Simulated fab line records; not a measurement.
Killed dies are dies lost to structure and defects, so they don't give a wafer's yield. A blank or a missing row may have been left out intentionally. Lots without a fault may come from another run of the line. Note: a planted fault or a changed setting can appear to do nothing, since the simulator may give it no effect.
What tool caused it? | flow sky130 | 14 lots, 42 wafers sampled, at 2 steps of a route of 708

## WHAT THE GAUGES READ, wafer by wafer
The record lacks any reading of a measuring or inspecting step that a usual standard deviation could be used to judge.

## WHAT TOOL EACH LOT RAN ON (gives the tool, then ch and the chambers of the sampled wafers, and finally the start)
lot  | SKY_METAL2_SPUTTER_01        | SKY_PAD_OPEN_PROBE_99
L859 | pvd sputter-01, day 34 06:46 | -
L860 | pvd sputter-01, day 34 18:50 | -
L861 | pvd sputter-03, day 34 19:11 | -
L862 | pvd sputter-02, day 34 23:40 | -
L864 | pvd sputter-03, day 35 14:29 | -
L865 | pvd sputter-01, day 36 06:49 | -
L866 | pvd sputter-01, day 36 09:29 | -
L867 | pvd sputter-02, day 36 15:52 | -
L868 | pvd sputter-02, day 36 23:35 | -
L869 | pvd sputter-03, day 37 07:29 | -
L870 | pvd sputter-01, day 37 20:49 | -
L873 | pvd sputter-03, day 38 10:10 | prober-02, day 49 03:12
L876 | pvd sputter-03, day 39 11:55 | prober-01, day 49 22:24
L880 | pvd sputter-02, day 40 10:38 | -
- SKY_METAL2_SPUTTER_01: material TiN, target thk 20 nm, time 16.7 s.
- SKY_PAD_OPEN_PROBE_99

## WHAT THE TOOLS THEMSELVES READ (means of the sampled wafers that have a number; where no wafer has one, the mark that the record gives instead)
SKY_METAL2_SPUTTER_01. Usual: cathode dc power W 6591.0 W, standard deviation 1.3; throttle valve pct 29.8 %, standard deviation 1.2.
lot  | tool           | cathode dc power W (W) | throttle valve pct (%) | flag
L859 | pvd sputter-01 | 6591.6                 | 29.8                   |
L860 | pvd sputter-01 | 6592.0                 | 29.8                   |
L861 | pvd sputter-03 | 6590.2                 | 29.7                   |
L862 | pvd sputter-02 | 6590.7                 | 29.7                   |
L864 | pvd sputter-03 | 6590.4                 | 30.4                   |
L865 | pvd sputter-01 | 6590.8                 | 29.8                   |
L866 | pvd sputter-01 | 6591.3                 | 30.6                   |
L867 | pvd sputter-02 | 6590.4                 | 29.4                   |
L868 | pvd sputter-02 | 6591.7                 | 29.8                   |
L869 | pvd sputter-03 | 6590.1                 | 29.7                   |
L870 | pvd sputter-01 | 6590.2                 | 28.8                   |
L873 | pvd sputter-03 | 6590.4                 | 31.3                   |
L876 | pvd sputter-03 | 6591.3                 | 29.9                   |
L880 | pvd sputter-02 | 6589.2                 | 29.3                   |

SKY_PAD_OPEN_PROBE_99. Usual: defect limited yield 82.6 %, standard deviation 1.8; killed_at_M0_to_M3 43, standard deviation 6.6; killed_at_M4_up 3.4, standard deviation 1.8; killed at contacts 24, standard deviation 4.9; killed at front end 15, standard deviation 4.1; killed at other 0.3, standard deviation 0.55; killed dies 85, standard deviation 8.8; killed open 46, standard deviation 6.1; killed short 39, standard deviation 5.7; sort_bin_3_pad_short 0.9 %, standard deviation 0.41; sort_bin_5_function 10.1 %, standard deviation 1.5; sort_bin_6_memory 6.4 %, standard deviation 1; sort n pass 407, standard deviation 8.8; sort yield pct 82.6 %, standard deviation 1.8.
lot  | tool      | defect limited yield (%) | killed_at_M0_to_M3 | killed_at_M4_up | killed at contacts | killed at front end | killed at other | killed dies | killed open | killed short | sort_bin_3_pad_short (%) | sort_bin_5_function (%) | sort_bin_6_memory (%) | sort n pass | sort yield pct (%) | flag
L873 | prober-02 | 73.1                     | 88                 | 4.0             | 22                 | 18                  | 0.7             | 132         | 47          | 41           | 1.8                      | 18.3                    | 6.8                   | 360         | 73.1               | OFF
L876 | prober-01 | 76.7                     | 71                 | 3.3             | 24                 | 16                  | 0.0             | 115         | 45          | 33           | 2.1                      | 14.3                    | 6.9                   | 377         | 76.7               | OFF

## THE ANSWER, worked out from the rows above alone
Rule: a lot is off if the mean of its wafers that have a number lies more than 3 standard deviations from the usual mean. Also off: a lot with no number at a reading for which 4 or more lots have one. Where the step has rows for the other lots, those lots are counted as sound. First the gauges in route order, then the tools' own readings, where a lot's mean is used as printed above. The first step at which some lot is off is used, and at that step the reading that is off furthest; a lot without a number counts as furthest.
Off: L873, L876, at SKY_PAD_OPEN_PROBE_99 (killed_at_M0_to_M3). Neither off nor sound, because the step has no rows for them: L859, L860, L861, L862, L864, L865, L866, L867, L868, L869, L870, L880.
A tool fits if, at that step or a process step before it, it ran every lot that is off, and no sound lot after the first of them. One candidate fits, namely pvd sputter-03 at SKY_METAL2_SPUTTER_01. It ran no sound lot before its first lot that is off in this sample, so the start can't be narrowed down.

## WHAT THE SIMULATOR HAD PUT IN
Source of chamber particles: pvd sputter-03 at SKY_METAL2_SPUTTER_01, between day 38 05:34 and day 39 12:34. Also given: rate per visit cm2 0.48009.
Struck lots among those shown: L873, L876. The rule above reached the same finding.
